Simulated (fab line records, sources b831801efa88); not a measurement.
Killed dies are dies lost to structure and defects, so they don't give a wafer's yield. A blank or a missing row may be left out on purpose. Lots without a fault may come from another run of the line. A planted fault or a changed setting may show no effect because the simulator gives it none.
Which tool did it? | flow gf180mcu | 14 lots, 42 wafers sampled, at 4 steps of a route of 602

WHAT THE GAUGES READ, wafer by wafer
GF_V3_RS_MEAS_24: measures by four-point-probe.
lot  | measured     | on            | V3_W_RS (ohm/sq)
L450 | day 22 11:02 | film_metro-02 | 0.323 0.322 0.325
L451 | day 22 13:04 | film_metro-03 | 0.325 0.337 0.325
L453 | day 23 17:22 | film_metro-03 | 0.319 0.328 0.318
L456 | day 24 20:20 | film_metro-03 | 0.327 0.337 0.334
L457 | day 25 10:05 | film_metro-02 | 0.326 0.325 0.322
L458 | day 25 08:32 | film_metro-03 | 0.330 0.335 0.332
L460 | day 26 03:20 | film_metro-04 | 0.331 0.335 0.332
L461 | day 26 10:41 | film_metro-04 | 0.329 0.327 0.329
L463 | day 26 23:01 | film_metro-03 | 0.331 0.322 0.327
L465 | day 27 10:37 | film_metro-03 | 0.334 0.322 0.327
L466 | day 27 17:37 | film_metro-03 | 0.325 0.333 0.330
L469 | day 28 14:46 | film_metro-03 | 0.331 0.333 0.336
L470 | day 28 18:46 | film_metro-03 | 0.328 0.324 0.333
L472 | day 29 08:46 | film_metro-02 | 0.317 0.324 0.322

WHICH TOOL RAN EACH LOT (tool, then ch and the chambers of the sampled wafers, then the start)
lot  | GF_HV_LDD_CLEAN_51              | GF_M1_SPUTTER_00             | GF_V3_SPUTTER_22
L450 | wet_bench-02 ch 0, day 12 09:53 | pvd_sputter-04, day 16 03:16 | pvd_sputter-04, day 22 10:53
L451 | wet_bench-02 ch 2, day 12 14:23 | pvd_sputter-01, day 16 07:08 | pvd_sputter-03, day 22 12:55
L453 | wet_bench-03 ch 3, day 13 12:11 | pvd_sputter-02, day 17 10:19 | pvd_sputter-03, day 23 17:13
L456 | wet_bench-04 ch 3, day 14 14:56 | pvd_sputter-02, day 18 15:29 | pvd_sputter-02, day 24 20:11
L457 | wet_bench-02 ch 1, day 15 02:14 | pvd_sputter-04, day 19 04:14 | pvd_sputter-02, day 25 09:56
L458 | wet_bench-04 ch 1, day 15 02:32 | pvd_sputter-02, day 19 04:46 | pvd_sputter-02, day 25 08:20
L460 | wet_bench-03 ch 0, day 15 20:35 | pvd_sputter-04, day 20 02:18 | pvd_sputter-03, day 26 03:10
L461 | wet_bench-02 ch 3, day 16 07:35 | pvd_sputter-04, day 20 12:11 | pvd_sputter-03, day 26 10:31
L463 | wet_bench-04 ch 3, day 16 21:59 | pvd_sputter-04, day 21 04:20 | pvd_sputter-02, day 26 22:52
L465 | wet_bench-02 ch 1, day 17 11:50 | pvd_sputter-02, day 21 17:23 | pvd_sputter-02, day 27 10:28
L466 | wet_bench-02 ch 2, day 17 18:44 | pvd_sputter-04, day 22 00:44 | pvd_sputter-02, day 27 17:28
L469 | wet_bench-04 ch 2, day 18 19:38 | pvd_sputter-04, day 23 01:49 | pvd_sputter-03, day 28 14:35
L470 | wet_bench-02 ch 2, day 19 01:20 | pvd_sputter-02, day 23 06:56 | pvd_sputter-03, day 28 18:37
L472 | wet_bench-04 ch 3, day 19 15:53 | pvd_sputter-04, day 23 21:57 | pvd_sputter-02, day 29 08:37
- GF_HV_LDD_CLEAN_51: cleans in SC1/SC2, time 150 s.
- GF_M1_SPUTTER_00: material Ti, target thk 37.5 nm, time 150 s.
- GF_V3_SPUTTER_22: material TiN, target thk 10 nm, time 40 s.

WHAT THE TOOLS THEMSELVES READ (means of the sampled wafers that have a number; where no wafer has one, the mark that the record gives instead)
GF_HV_LDD_CLEAN_51.
lot  | tool         | run_length_s (s)
L450 | wet_bench-02 | 176
L451 | wet_bench-02 | 175
L453 | wet_bench-03 | 176
L456 | wet_bench-04 | 182
L457 | wet_bench-02 | 184
L458 | wet_bench-04 | 183
L460 | wet_bench-03 | 178
L461 | wet_bench-02 | 175
L463 | wet_bench-04 | 175
L465 | wet_bench-02 | 177
L466 | wet_bench-02 | 176
L469 | wet_bench-04 | 85
L470 | wet_bench-02 | 176
L472 | wet_bench-04 | 77

GF_M1_SPUTTER_00.
lot  | tool           | cathode_dc_power_W (W) | throttle_valve_pct (%)
L450 | pvd_sputter-04 | 3999.1                 | 30.4
L451 | pvd_sputter-01 | 3999.5                 | 29.3
L453 | pvd_sputter-02 | 3999.7                 | 31.4
L456 | pvd_sputter-02 | 3999.6                 | 31.5
L457 | pvd_sputter-04 | 3999.4                 | 30.4
L458 | pvd_sputter-02 | 4000.2                 | 30.5
L460 | pvd_sputter-04 | 3999.4                 | 30.4
L461 | pvd_sputter-04 | 4000.0                 | 30.6
L463 | pvd_sputter-04 | 3999.5                 | 30.2
L465 | pvd_sputter-02 | 3999.6                 | 30.7
L466 | pvd_sputter-04 | 3999.7                 | 29.3
L469 | pvd_sputter-04 | 4000.0                 | 31.3
L470 | pvd_sputter-02 | 3999.5                 | 31.6
L472 | pvd_sputter-04 | 4000.2                 | 30.3

GF_V3_SPUTTER_22.
lot  | tool           | cathode_dc_power_W (W) | throttle_valve_pct (%)
L450 | pvd_sputter-04 | 4000.0                 | 30.3
L451 | pvd_sputter-03 | 4000.3                 | 30.5
L453 | pvd_sputter-03 | 4000.0                 | 29.8
L456 | pvd_sputter-02 | 4000.6                 | 31.2
L457 | pvd_sputter-02 | 3999.5                 | 30.4
L458 | pvd_sputter-02 | 3999.6                 | 30.6
L460 | pvd_sputter-03 | 3999.9                 | 30.5
L461 | pvd_sputter-03 | 3999.4                 | 30.0
L463 | pvd_sputter-02 | 4000.3                 | 30.8
L465 | pvd_sputter-02 | 4001.0                 | 31.0
L466 | pvd_sputter-02 | 3999.7                 | 30.6
L469 | pvd_sputter-03 | 4000.3                 | 30.3
L470 | pvd_sputter-03 | 4000.4                 | 30.1
L472 | pvd_sputter-02 | 3999.7                 | 30.6

THE ANSWER, worked out from the rows above alone
Rule: what is usual is taken from the lots themselves. Put in order of their means at a reading, lots are off if they are a third of the lots or fewer, leave a main group of 4 or more, and stand apart from it by a gap of 3 or more times the standard deviation of the main group's means; of several such gaps the widest counts. A main group whose means are all the same, to the digits that the tables above print for the reading, isn't used. A lot without any number at a reading at which 4 lots or more have one is off too. The other lots that the step has rows for count as sound. The gauges are gone through in route order, then the tools' own readings, and for those a lot's mean is taken as printed above. The first step at which some lot is off is used, and at that step the reading that is off furthest; a lot without a number counts as furthest.
Off: L469, L472, at GF_HV_LDD_CLEAN_51 (run_length_s). The main group: mean 178 s, standard deviation 3.2.
A tool fits if, at that step or a process step before it, it ran every lot that is off, and no sound lot after the first of them. One fits: wet_bench-04 at GF_HV_LDD_CLEAN_51. Its last sound lot is L463 (day 16 21:59), its first lot that is off L469 (day 18 19:38): a fault that began between those two fits.
The tool's own readings at GF_HV_LDD_CLEAN_51 bear it out: on the lots that are off they differ by more than 5 times the standard deviation of the sound lots' means. run_length_s reads 81 s there against 178 s on the sound lots.

WHAT THE SIMULATOR HAD PUT IN
Process parameter drift: wet_bench-04, from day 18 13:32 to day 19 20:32, at GF_HV_LDD_CLEAN_51. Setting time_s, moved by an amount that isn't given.
Lots struck among those shown: L469, L472. The rule above found the same.
